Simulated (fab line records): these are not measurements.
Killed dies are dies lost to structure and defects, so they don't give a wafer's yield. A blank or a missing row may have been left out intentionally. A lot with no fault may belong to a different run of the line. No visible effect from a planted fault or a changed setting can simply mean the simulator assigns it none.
One fault through the eyes of 2 desks / flow sky130 / only its own numbers are on each desk; what lay behind them is given at the end

## FROM THE METROLOGY DESK
What the gauges read, lot by lot, whatever tool the lot ran on: means of the sampled wafers that have a number. Any lot whose mean is over 4 standard deviations away from the usual mean is out of limits and marked OUT; that distance is given in the brackets.
Columns: A = VIA2_W_RS at SKY_VIA2_RS_MEAS_22, usual 0.2742 ohm/sq; B = VIA2_W_THK at SKY_VIA2_THK_MEAS_23, usual 420 nm
lot=L919; first seen here=day 37 04:09; A=0.2759; B=421
lot=L929; first seen here=day 40 07:08; A=0.2754; B=420
lot=L931; first seen here=day 40 20:05; A=0.2751; B=420
lot=L933; first seen here=day 41 14:47; A=0.2739; B=421
lot=L935; first seen here=day 42 09:11; A=0.2748; B=421
lot=L937; first seen here=day 42 10:29; A=0.2783; B=416
This desk's finding: nothing out of limits on any of the 6 lots.

## DESK OF THE TOOL OWNER: pvd_sputter-04
The tool's own readings at SKY_METAL3_SPUTTER_03 (material Ti, target thk 5 nm, time 3.3 s): means of the sampled wafers that have a number, for each lot that ran on this tool. Any lot whose mean is over 4 standard deviations away from the usual mean is out of limits and marked OUT; that distance is given in the brackets.
Columns: A = throttle_valve_pct at SKY_METAL3_SPUTTER_03, usual 29.9 %
lot=L929; first seen here=day 40 07:46; A=29.3
lot=L931; first seen here=day 40 20:36; A=30.2
lot=L933; first seen here=day 41 15:21; A=29.9
This desk's finding: nothing out of limits on any of the 3 lots.

## PUT TOGETHER
Metrology desk: nothing out of limits seen.
Nothing out of limits was seen by the tool owner's desk.

## WHAT WAS PUT IN BY THE SIMULATOR
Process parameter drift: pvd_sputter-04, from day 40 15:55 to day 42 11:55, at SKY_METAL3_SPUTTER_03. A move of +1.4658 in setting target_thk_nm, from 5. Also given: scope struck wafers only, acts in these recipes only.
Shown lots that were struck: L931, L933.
